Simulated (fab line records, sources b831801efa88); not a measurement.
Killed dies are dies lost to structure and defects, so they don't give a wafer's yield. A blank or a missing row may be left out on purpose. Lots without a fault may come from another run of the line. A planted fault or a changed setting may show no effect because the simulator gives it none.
fab line records | flow sky130
record lots=13 wafers=39 last_day=50
route steps=708 shown NWELL@60
lots that met no fault: from a run of the same line without faults
start_h: hours from the record's first day to the start of the lot's first wafer shown | wait_h: hours since the lot's step before | " the same as in the row above | L1.1+2: a row that stands for several wafers | - no value, or no start given | * or withheld: withheld | < > ~ a bound
route shown NAME@n: a module of which the file shows steps, and the number in the route of the first | usual: mean/standard deviation of fault-free wafers | same: alike in all rows | chamber/n: place in a boat | sites: the reading at each site | _std_site: their standard deviation | _edge_site: outer sites' mean less inner sites' | radius_mm: how far each site lies from the wafer's centre | mask NAME#n: copy n | behind: the tool/chamber that last shaped the wafer | hold: why the lot was held/for how many hours/how that ended | device: the transistor (n, p or np) that didn't switch | end of line: the same wafers' tests at the end of the route | a step without rows: its recipe alone | killed: dies lost to structure and defects at the first sort, not the wafer's yield | map: a wafer's dies, x killed, . not, _ none there
set.NAME: the setting as run; set.NAME@STEP: as run at that earlier step | model.NAME: the simulator's own value behind a step, which no gauge read
steps of the route over a sample of lots; a table a step, a row a wafer
services: from which hour (start_h, from the record's first day; less than 0 if before it) a tool's chamber was out of use, for how many hours, and why
## steps
# step SKY_NWELL_EXPOSE_07
# recipe mask_id=NWM na=0.6 source_shape=conventional sigma_outer=0.6 polarization=unpolarized target_cd_nm=840 dose_mj=255
# columns lot.wafer tool chamber start_h wait_h mask
L125.2+5+6 iline_stepper-01 0 82.56 - NWM#0
L127.3+4+5 iline_stepper-01 0 88.09 - NWM#0
L126.1+2+5 iline_stepper-01 0 91.77 - NWM#0
L128.1+5+6 iline_stepper-02 0 97.70 - NWM#0
L131.3+4+6 iline_stepper-02 0 117.81 - NWM#0
L132.1+4+5 iline_stepper-02 0 122.87 - NWM#0
L133.1+3+6 iline_stepper-01 0 123.17 - NWM#0
L136.2+3+4 iline_stepper-02 0 143.71 - NWM_R1#0
L144.1+3+6 iline_stepper-02 0 185.64 - NWM#0
L145.2+3+4 iline_stepper-01 0 195.49 - NWM#0
L146.1+3+6 iline_stepper-01 0 201.26 - NWM#0
L147.3+5+6 iline_stepper-02 0 202.69 - NWM#0
L148.1+4+6 iline_stepper-02 0 211.54 - NWM#0
## services
# columns tool chamber start_h hours kind
iline_stepper-02 0 87.77 - calibration
iline_stepper-02 - 90.81 1.7 pm
iline_stepper-02 - 101.15 4.4 pm
iline_stepper-01 - 107.82 1.7 pm
iline_stepper-01 0 125.77 - calibration
iline_stepper-01 - 156.15 10.1 repair
## key
first_sign step=SKY_NWELL_EXPOSE_07 reading=mask direction=changed
effect none on later readings
met_at SKY_NWELL_EXPOSE_07
struck_lots L136
sort_left_out L136.2,L136.3,L136.4
tester_left_out L136
onset_between 122.87 143.71
fault kind=wrong_mask tool=any chamber=- onset_h=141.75 steps=SKY_NWELL_EXPOSE_07 aux_copy=NWM_R1#0 cd_offset_nm=-101 scope=struck_lots_only
# tester_left_out: of these lots the tester's yield and bins aren't shown, on N5 and GAA mostly nor the transistor test; their killed dies are dies lost to structure and defects alone, not to doping, threshold or leakage, so they don't give the yield
# sort_left_out: the simulated sort isn't trusted on such a fault, so these wafers' sort isn't shown, and their yield isn't known
